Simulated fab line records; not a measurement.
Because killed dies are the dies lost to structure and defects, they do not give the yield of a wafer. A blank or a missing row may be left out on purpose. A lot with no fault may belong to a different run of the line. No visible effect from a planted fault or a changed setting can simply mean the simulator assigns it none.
Problem report in the 8D (eight disciplines) form, filled by code    flow sky130    the parts of the form that need people (team, actions taken, sign-off) are left out

1. PROBLEM STATEMENT
At SKY_PAD_OPEN_PROBE_99, killedAtOther averages 54.0 over 6 wafers from 2 lots, while fault-free wafers read 0.3, standard deviation 0.63. Relative to the usual mean, that is a shift of +85 standard deviations.
The first sign was on wafer L491.1 at day 49 03:00, on prober-02. The record holds 36 wafers of 12 lots with a number at this step. The rule behind "out" and "out of limits": a value lying over 4 standard deviations away from the usual mean. All remaining wafers that have a number are taken as sound.

2. WHAT IT IS, WHAT IT ISN'T
question                     is                                   is not
which readings at this step  killedAtOther, sort_bin_3_pad_short  killedAtContacts, killedAtFrontEnd, killedOpen, sort_bin_6_memory
which lots                   L491, L496                           L478, L480, L481, L482, L483, L484, L485, L488, L489, L490
which wafers of those lots   all that have a number               -
read on which tools          prober-01, prober-02                 -
when                         from day 49 03:00                    up to then (30 sound wafers)

3. WHAT RULES OUT EACH SUSPECT
Counting: a tool stays on the suspect list if, at a process step up to the reading, it processed all lots that are out and no sound lot following the first of them.
- pecvd-04 at SKY_CAP2M_CVD_00 (deposits SiO2, target thk 15.5 nm): kept. All lots that are out passed through it, beginning with L491 at day 43 19:15, and no sound lot followed; its final sound lot before that point was L490 at day 43 11:39.
After counting, what remains is pecvd-04 at SKY_CAP2M_CVD_00.

4. THE CAUSE (what the simulator had put in)
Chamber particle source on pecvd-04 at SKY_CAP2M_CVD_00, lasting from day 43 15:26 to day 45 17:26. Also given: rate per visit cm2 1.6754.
After counting, this tool was the only one left.

5. THE CHAIN OF EFFECTS, in route order
Rows list readings where the struck wafers' mean (over those with a number) sits beyond 3 standard deviations from the usual. Only readings whose record carries a usual standard deviation are examined. hours: median over the lots of the time between each lot's start at the first step of this table that gives one and its start at this step. sigmas: the change, counted in usual standard deviations.
hours  step                   reading               usual   on struck wafers  change  sigmas
0      SKY_PAD_OPEN_PROBE_99  defectLimitedYield    82.2 %  74.3              -7.9    -3.6
0      SKY_PAD_OPEN_PROBE_99  killedAtOther         0.3     54.0              +53.7   +85
0      SKY_PAD_OPEN_PROBE_99  killedDies            88      127               +39     +3.5
0      SKY_PAD_OPEN_PROBE_99  sort_bin_3_pad_short  1.0 %   4.0               +3.0    +7.0
0      SKY_PAD_OPEN_PROBE_99  sortNPass             404     365               -39     -3.5
0      SKY_PAD_OPEN_PROBE_99  sortYieldPct          82.2 %  74.3              -7.9    -3.6
The process steps in it:
- SKY_PAD_OPEN_PROBE_99

6. HOW IT WOULD HAVE BEEN CAUGHT EARLIER
In this record no reading fell out of limits until day 49 03:00, 132 hours after the fault had begun at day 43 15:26.
Tool readings at SKY_CAP2M_CVD_00 with a usual standard deviation given in the record: none out on any struck wafer, hence no alarm at a limit of 4 standard deviations on them.
Lots out: 2; all had begun SKY_CAP2M_CVD_00 on pecvd-04 by day 49 03:00. A hold on the tool at that time would have spared none of them.
